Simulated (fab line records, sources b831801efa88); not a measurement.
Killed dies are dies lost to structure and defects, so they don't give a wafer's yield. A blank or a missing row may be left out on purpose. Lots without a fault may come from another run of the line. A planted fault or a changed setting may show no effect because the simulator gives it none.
Which tool did it? | flow gf180mcu | 24 lots, 72 wafers sampled, at 5 steps of a route of 602

WHAT THE GAUGES READ, wafer by wafer
GF_VT_IMPLANT_OVL_MEAS_07. Usual: VT_IMPLANT_OVL -0.3 nm, standard deviation 1.3.
lot  | measured     | on         | VT_IMPLANT_OVL (nm) | flag
L074 | day 5 15:49  | overlay-02 | 0.8 1.9 2.6         |
L075 | day 5 21:51  | overlay-01 | -0.2 -0.3 -1.3      |
L076 | day 6 05:29  | overlay-01 | -2.3 -4.1 -0.9      |
L077 | day 6 09:58  | overlay-01 | -1.8 1.1 0.1        |
L078 | day 6 15:47  | overlay-02 | -1.0 0.5 -0.4       |
L079 | day 6 23:13  | overlay-01 | 0.5 1.8 -1.7        |
L080 | day 7 04:20  | overlay-02 | -2.1 -0.5 -1.3      |
L081 | day 7 10:08  | overlay-02 | 2.7 2.2 2.9         |
L082 | day 7 17:22  | overlay-02 | 0.5 -0.6 0.9        |
L083 | day 8 01:11  | overlay-01 | 1.4 -1.5 0.8        |
L084 | day 8 06:52  | overlay-01 | -3.4 -2.5 -2.2      |
L085 | day 8 12:38  | overlay-02 | -1.0 -1.7 -0.7      |
L086 | day 8 17:34  | overlay-02 | -1.6 -2.1 -0.5      |
L087 | day 8 23:52  | overlay-02 | -0.6 0.8 -2.3       |
L088 | day 9 06:22  | overlay-02 | -1.6 -0.7 0.2       |
L089 | day 9 13:41  | overlay-01 | -2.9 -1.8 -1.8      |
L090 | day 9 19:46  | overlay-02 | 0.8 -0.6 2.5        |
L091 | day 10 00:14 | overlay-02 | -0.1 -1.5 -0.5      |
L092 | day 10 08:43 | overlay-01 | -0.6 0.1 2.4        |
L093 | day 10 14:14 | overlay-02 | -0.3 -0.4 0.8       |
L094 | day 10 20:07 | overlay-01 | -3.1 -2.2 1.2       |
L095 | day 11 01:55 | overlay-01 | -0.4 0.5 1.2        |
L096 | day 11 09:13 | overlay-02 | -0.9 0.0 -1.1       |
L097 | day 11 12:38 | overlay-01 | 0.5 1.1 -1.4        |

GF_VT_IMPLANT_OVL_MEAS_40. Usual: VT_IMPLANT_03_OVL -1.0 nm, standard deviation 1.2.
lot  | measured     | on         | VT_IMPLANT_03_OVL (nm) | flag
L074 | day 7 14:29  | overlay-01 | -1.1 -0.8 -0.9         |
L075 | day 7 20:50  | overlay-02 | -1.6 -0.2 -1.3         |
L076 | day 8 06:01  | overlay-01 | -1.7 -2.4 -2.0         |
L077 | day 8 10:12  | overlay-02 | -3.0 -1.8 -1.3         |
L078 | day 8 18:10  | overlay-02 | -1.3 -0.5 -2.0         |
L079 | day 9 00:33  | overlay-01 | -1.5 -2.1 -3.8         |
L080 | day 9 06:40  | overlay-01 | -1.2 -0.2 -0.7         |
L081 | day 9 13:19  | overlay-02 | -1.3 -2.0 0.1          |
L082 | day 9 21:03  | overlay-02 | 0.6 -1.2 -0.5          |
L083 | day 10 04:08 | overlay-01 | -3.1 -1.3 -1.8         |
L084 | day 10 12:25 | overlay-01 | -2.6 -1.9 -4.1         |
L085 | day 10 17:23 | overlay-01 | -0.3 0.3 -0.8          |
L086 | day 10 23:18 | overlay-02 | 1.5 -0.6 -1.9          |
L087 | day 11 04:26 | overlay-01 | 1.2 0.2 -1.7           |
L088 | day 11 12:46 | overlay-02 | -0.7 -0.6 0.4          |
L089 | day 11 19:16 | overlay-02 | -0.5 0.2 -0.8          |
L090 | day 12 01:37 | overlay-02 | -1.2 -1.0 -1.6         |
L091 | day 12 08:13 | overlay-02 | 0.4 -0.2 1.0           |
L092 | day 12 16:56 | overlay-01 | -1.9 -3.3 -0.9         |
L093 | day 12 22:48 | overlay-01 | -1.8 0.3 -1.1          |
L094 | day 13 05:38 | overlay-01 | -1.3 -0.7 -0.4         |
L095 | day 13 12:30 | overlay-01 | -1.0 -0.1 -2.3         |
L096 | day 13 19:36 | overlay-02 | 0.3 -2.1 -2.2          |
L097 | day 13 23:53 | overlay-01 | -1.5 -1.1 -0.1         |

GF_DUAL_GATE_THK_MEAS_03. Usual: DUAL_GATE_OXIDATION_00_THK 10.87 nm, standard deviation 0.21.
lot  | measured     | on            | DUAL_GATE_OXIDATION_00_THK (nm) | flag
L074 | day 7 17:06  | film_metro-02 | 11.32 11.23 11.23               |
L075 | day 7 23:58  | film_metro-01 | 11.05 11.14 10.98               |
L076 | day 8 08:37  | film_metro-02 | 10.84 10.80 10.73               |
L077 | day 8 12:54  | film_metro-01 | 10.73 10.92 10.75               |
L078 | day 8 20:58  | film_metro-01 | 10.94 10.85 10.87               |
L079 | day 9 04:14  | film_metro-03 | 10.35 10.38 10.67               |
L080 | day 9 10:34  | film_metro-03 | 10.94 10.89 11.07               |
L081 | day 9 15:58  | film_metro-02 | 10.53 10.59 10.84               |
L082 | day 10 00:40 | film_metro-01 | 11.00 10.98 10.87               |
L083 | day 10 07:10 | film_metro-03 | 10.73 10.67 10.75               |
L084 | day 10 16:18 | film_metro-03 | 10.92 10.83 11.09               |
L085 | day 10 20:08 | film_metro-03 | 11.03 11.03 10.87               |
L086 | day 11 02:06 | film_metro-01 | 10.62 10.85 10.76               |
L087 | day 11 08:52 | film_metro-01 | 11.09 10.85 11.06               |
L088 | day 11 15:52 | film_metro-03 | 11.16 11.00 11.12               |
L089 | day 11 21:55 | film_metro-02 | 11.01 11.00 10.99               |
L090 | day 12 04:14 | film_metro-01 | 10.91 10.91 11.08               |
L091 | day 12 10:49 | film_metro-01 | 10.77 10.96 10.88               |
L092 | day 12 20:38 | film_metro-03 | 10.62 10.74 10.60               |
L093 | day 13 01:38 | film_metro-01 | 11.05 11.08 11.09               |
L094 | day 13 08:16 | film_metro-02 | 10.57 10.59 10.75               |
L095 | day 13 15:07 | film_metro-01 | 10.93 10.74 10.58               |
L096 | day 13 22:13 | film_metro-03 | 10.43 10.69 10.75               |
L097 | day 14 02:30 | film_metro-02 | 10.91 10.89 10.79               |

WHICH TOOL RAN EACH LOT (tool, then ch and the chambers of the sampled wafers, then the start)
lot  | GF_DNWELL_STRIP_08                  | GF_VT_IMPLANT_STRIP_31
L074 | plasma_asher-02 ch 0,1, day 2 19:13 | plasma_asher-02 ch 0,1, day 6 22:23
L075 | plasma_asher-02 ch 0,1, day 3 00:05 | plasma_asher-04 ch 0,1, day 7 04:49
L076 | plasma_asher-02 ch 0,1, day 3 06:04 | plasma_asher-04 ch 0,1, day 7 13:50
L077 | plasma_asher-01 ch 0,1, day 3 10:20 | plasma_asher-04 ch 0,1, day 7 17:23
L078 | plasma_asher-04 ch 0,1, day 3 15:02 | plasma_asher-04 ch 0,1, day 8 01:05
L079 | plasma_asher-02 ch 0,1, day 3 21:19 | plasma_asher-02 ch 0,1, day 8 07:32
L080 | plasma_asher-02 ch 0,1, day 4 01:37 | plasma_asher-03 ch 0,1, day 8 14:04
L081 | plasma_asher-02 ch 0,1, day 4 07:08 | plasma_asher-02 ch 0,1, day 8 20:04
L082 | plasma_asher-04 ch 0,1, day 4 13:01 | plasma_asher-02 ch 0,1, day 9 03:26
L083 | plasma_asher-04 ch 0, day 4 19:22   | plasma_asher-04 ch 0,1, day 9 11:05
L084 | plasma_asher-01 ch 0,1, day 5 00:52 | plasma_asher-03 ch 0,1, day 9 18:29
L085 | plasma_asher-02 ch 0,1, day 5 06:23 | plasma_asher-04 ch 0,1, day 9 23:28
L086 | plasma_asher-04 ch 0,1, day 5 09:40 | plasma_asher-04 ch 0,1, day 10 05:13
L087 | plasma_asher-04 ch 0,1, day 5 15:13 | plasma_asher-02 ch 0,1, day 10 10:40
L088 | plasma_asher-02 ch 0,1, day 5 22:01 | plasma_asher-03 ch 0,1, day 10 18:49
L089 | plasma_asher-02 ch 0,1, day 6 03:49 | plasma_asher-04 ch 0,1, day 11 01:16
L090 | plasma_asher-02 ch 0,1, day 6 07:37 | plasma_asher-03 ch 0,1, day 11 06:50
L091 | plasma_asher-01 ch 0, day 6 12:35   | plasma_asher-03 ch 0,1, day 11 13:14
L092 | plasma_asher-04 ch 0,1, day 6 19:52 | plasma_asher-02 ch 0,1, day 11 21:38
L093 | plasma_asher-04 ch 0,1, day 6 23:32 | plasma_asher-04 ch 0,1, day 12 03:58
L094 | plasma_asher-01 ch 0, day 7 04:50   | plasma_asher-04 ch 0,1, day 12 10:28
L095 | plasma_asher-04 ch 0,1, day 7 11:25 | plasma_asher-04 ch 0,1, day 12 16:08
L096 | plasma_asher-02 ch 0,1, day 7 16:52 | plasma_asher-03 ch 0,1, day 12 23:35
L097 | plasma_asher-02 ch 0,1, day 7 20:43 | plasma_asher-02 ch 0,1, day 13 03:19
- GF_DNWELL_STRIP_08: strips in O2/N2.
- GF_VT_IMPLANT_STRIP_31: strips in O2/N2.

WHAT THE TOOLS THEMSELVES READ (means of the sampled wafers that have a number; where no wafer has one, the mark that the record gives instead)
GF_DNWELL_STRIP_08. Usual: chamber_pressure_mTorr 1499.9 mTorr, standard deviation 1.4; drypump_motor_current_A 5.5 A, standard deviation 0.45; heater_power_w 329 W, standard deviation 29; oes_product_au 0.722 a.u., standard deviation 0.0038; strip_time_to_endpoint_s 36.97 s, standard deviation 0.12.
lot  | tool            | chamber_pressure_mTorr (mTorr) | drypump_motor_current_A (A) | heater_power_w (W) | oes_product_au (a.u.) | strip_time_to_endpoint_s (s) | flag
L074 | plasma_asher-02 | 1500.9                         | 5.3                         | 360                | 0.724                 | 37.06                        |
L075 | plasma_asher-02 | 1498.3                         | 5.3                         | 352                | 0.724                 | 36.87                        |
L076 | plasma_asher-02 | 1500.5                         | 5.3                         | 352                | 0.718                 | 36.99                        |
L077 | plasma_asher-01 | 1500.1                         | 5.5                         | 318                | 0.727                 | 36.86                        |
L078 | plasma_asher-04 | 1500.5                         | 5.4                         | 308                | 0.718                 | 37.01                        |
L079 | plasma_asher-02 | 1500.9                         | 5.6                         | 351                | 0.721                 | 37.06                        |
L080 | plasma_asher-02 | 1499.6                         | 5.3                         | 357                | 0.722                 | 36.84                        |
L081 | plasma_asher-02 | 1500.7                         | 5.3                         | 352                | 0.723                 | 37.07                        |
L082 | plasma_asher-04 | 1499.8                         | 5.3                         | 308                | 0.722                 | 36.96                        |
L083 | plasma_asher-04 | 1499.3                         | 5.8                         | 281                | 0.720                 | 37.13                        |
L084 | plasma_asher-01 | 1499.4                         | 5.3                         | 328                | 0.723                 | 36.98                        |
L085 | plasma_asher-02 | 1500.6                         | 5.6                         | 355                | 0.719                 | 37.03                        |
L086 | plasma_asher-04 | 1499.3                         | 5.4                         | 312                | 0.724                 | 36.99                        |
L087 | plasma_asher-04 | 1500.6                         | 5.4                         | 307                | 0.724                 | 36.95                        |
L088 | plasma_asher-02 | 1500.8                         | 5.3                         | 356                | 0.724                 | 36.93                        |
L089 | plasma_asher-02 | 1500.3                         | 5.3                         | 356                | 0.724                 | 36.70                        |
L090 | plasma_asher-02 | 1499.2                         | 5.3                         | 359                | 0.725                 | 36.91                        |
L091 | plasma_asher-01 | 1499.1                         | 5.2                         | 324                | 0.723                 | 36.99                        |
L092 | plasma_asher-04 | 1500.1                         | 5.6                         | 292                | 0.722                 | 36.75                        |
L093 | plasma_asher-04 | 1500.7                         | 5.4                         | 305                | 0.722                 | 36.92                        |
L094 | plasma_asher-01 | 1499.0                         | 5.2                         | 324                | 0.721                 | 37.11                        |
L095 | plasma_asher-04 | 1499.2                         | 5.4                         | 308                | 0.723                 | 36.89                        |
L096 | plasma_asher-02 | 1500.8                         | 5.6                         | 344                | 0.722                 | 37.02                        |
L097 | plasma_asher-02 | 1501.5                         | 5.3                         | 359                | 0.721                 | 37.15                        |

GF_VT_IMPLANT_STRIP_31. Usual: chamber_pressure_mTorr 1499.9 mTorr, standard deviation 1.5; drypump_motor_current_A 5.6 A, standard deviation 0.46; heater_power_w 334 W, standard deviation 37; oes_product_au 0.716 a.u., standard deviation 0.0046; strip_time_to_endpoint_s 12.62 s, standard deviation 0.034.
lot  | tool            | chamber_pressure_mTorr (mTorr) | drypump_motor_current_A (A) | heater_power_w (W) | oes_product_au (a.u.) | strip_time_to_endpoint_s (s) | flag
L074 | plasma_asher-02 | 1500.0                         | 5.3                         | 357                | 0.714                 | 12.60                        |
L075 | plasma_asher-04 | 1499.1                         | 5.4                         | 309                | 0.716                 | 12.68                        |
L076 | plasma_asher-04 | 1501.2                         | 5.3                         | 313                | 0.714                 | 12.57                        |
L077 | plasma_asher-04 | 1499.8                         | 5.6                         | 295                | 0.718                 | 12.64                        |
L078 | plasma_asher-04 | 1500.4                         | 5.4                         | 305                | 0.710                 | 12.59                        |
L079 | plasma_asher-02 | 1500.2                         | 5.3                         | 357                | 0.719                 | 12.64                        |
L080 | plasma_asher-03 | 1499.7                         | 6.0                         | 359                | 0.716                 | 12.59                        |
L081 | plasma_asher-02 | 1499.1                         | 5.6                         | 349                | 0.718                 | 12.64                        |
L082 | plasma_asher-02 | 1499.2                         | 5.6                         | 352                | 0.715                 | 12.60                        |
L083 | plasma_asher-04 | 1499.2                         | 5.6                         | 295                | 0.718                 | 12.60                        |
L084 | plasma_asher-03 | 1500.0                         | 5.9                         | 362                | 0.715                 | 12.66                        |
L085 | plasma_asher-04 | 1500.6                         | 5.3                         | 306                | 0.719                 | 12.57                        |
L086 | plasma_asher-04 | 1498.9                         | 5.6                         | 298                | 0.715                 | 12.63                        |
L087 | plasma_asher-02 | 1500.1                         | 5.3                         | 355                | 0.716                 | 12.58                        |
L088 | plasma_asher-03 | 1500.5                         | 6.1                         | 387                | 0.712                 | 12.64                        |
L089 | plasma_asher-04 | 1500.3                         | 5.6                         | 294                | 0.716                 | 12.60                        |
L090 | plasma_asher-03 | 1499.5                         | 5.9                         | 362                | 0.715                 | 12.62                        |
L091 | plasma_asher-03 | 1500.2                         | 5.9                         | 359                | 0.717                 | 12.65                        |
L092 | plasma_asher-02 | 1501.9                         | 5.6                         | 348                | 0.718                 | 12.60                        |
L093 | plasma_asher-04 | 1499.5                         | 5.3                         | 311                | 0.716                 | 12.62                        |
L094 | plasma_asher-04 | 1500.2                         | 5.4                         | 307                | 0.716                 | 12.61                        |
L095 | plasma_asher-04 | 1498.9                         | 5.6                         | 292                | 0.717                 | 12.60                        |
L096 | plasma_asher-03 | 1500.4                         | 6.1                         | 384                | 0.720                 | 12.67                        |
L097 | plasma_asher-02 | 1498.6                         | 5.6                         | 348                | 0.718                 | 12.64                        |

THE ANSWER, worked out from the rows above alone
Rule: a lot is off if the mean of its wafers that have a number lies more than 3 standard deviations from the usual mean. A lot without any number at a reading at which 4 lots or more have one is off too. The other lots that the step has rows for count as sound. The gauges are gone through in route order, then the tools' own readings, and for those a lot's mean is taken as printed above. The first step at which some lot is off is used, and at that step the reading that is off furthest; a lot without a number counts as furthest.
No lot is off at any reading shown: from this, nothing can be told.

WHAT THE SIMULATOR HAD PUT IN
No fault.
